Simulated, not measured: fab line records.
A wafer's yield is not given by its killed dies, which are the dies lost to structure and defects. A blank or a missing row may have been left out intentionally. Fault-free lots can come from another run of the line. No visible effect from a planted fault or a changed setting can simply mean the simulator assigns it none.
Chamber matching :: flow gf180mcu :: GF_HV_LDD_CLEAN_51 on wetBench-02 has 4 sister chambers
The step cleans in SC1/SC2, time 150 s. 14 wafers are shown with their chamber, then 7 later ones without.

== WAFERS WITH THEIR CHAMBER ==
wafer: L450.1
chamber: 0
runLengthS (s): 176

wafer: L450.3
chamber: 0
runLengthS (s): 176

wafer: L450.4
chamber: 0
runLengthS (s): 176

wafer: L451.1
chamber: 2
runLengthS (s): 175

wafer: L451.5
chamber: 2
runLengthS (s): 175

wafer: L451.6
chamber: 2
runLengthS (s): 175

wafer: L457.1
chamber: 1
runLengthS (s): 184

wafer: L457.2
chamber: 1
runLengthS (s): 184

wafer: L457.6
chamber: 1
runLengthS (s): 184

wafer: L461.2
chamber: 3
runLengthS (s): 175

wafer: L461.4
chamber: 3
runLengthS (s): 175

wafer: L461.6
chamber: 3
runLengthS (s): 175

wafer: L465.1
chamber: 1
runLengthS (s): 177

wafer: L465.4
chamber: 1
runLengthS (s): 177

SIGNATURES (averages over the wafers above)
reading: runLengthS
chamber 0: 176.00
chamber 1: 181.20
chamber 2: 175.00
chamber 3: 175.00
scatter within a chamber: 2.42
Rule: distance of a wafer from a chamber = root of the sum over the readings of ((wafer's reading minus chamber's mean) / reading's scatter) squared. The wafer belongs to the nearest chamber; if the next one is less than 2 further off, it can't be placed. How the scatter is found: for the shown wafers, subtract from each reading the mean of its chamber, square and add these, divide the total by (wafers less chambers), then take the root.

== WAFERS WHOSE CHAMBER IS MISSING ==
wafer: L465.6
runLengthS (s): 177

wafer: L466.1
runLengthS (s): 176

wafer: L466.4
runLengthS (s): 176

wafer: L466.6
runLengthS (s): 176

wafer: L470.1
runLengthS (s): 176

wafer: L470.2
runLengthS (s): 176

wafer: L470.6
runLengthS (s): 176

== EACH ONE'S CHAMBER ==
wafer: L465.6
from the rows above: can't be placed: 0 or 2 or 3 or 1
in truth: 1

wafer: L466.1
from the rows above: can't be placed: 0 or 2 or 3
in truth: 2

wafer: L466.4
from the rows above: can't be placed: 0 or 2 or 3
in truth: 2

wafer: L466.6
from the rows above: can't be placed: 0 or 2 or 3
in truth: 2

wafer: L470.1
from the rows above: can't be placed: 0 or 2 or 3
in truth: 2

wafer: L470.2
from the rows above: can't be placed: 0 or 2 or 3
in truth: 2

wafer: L470.6
from the rows above: can't be placed: 0 or 2 or 3
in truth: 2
Placed correctly: 0 of 7. Not placeable from these rows: 7 (in 7, the candidates include the true chamber). Placed wrongly: 0.
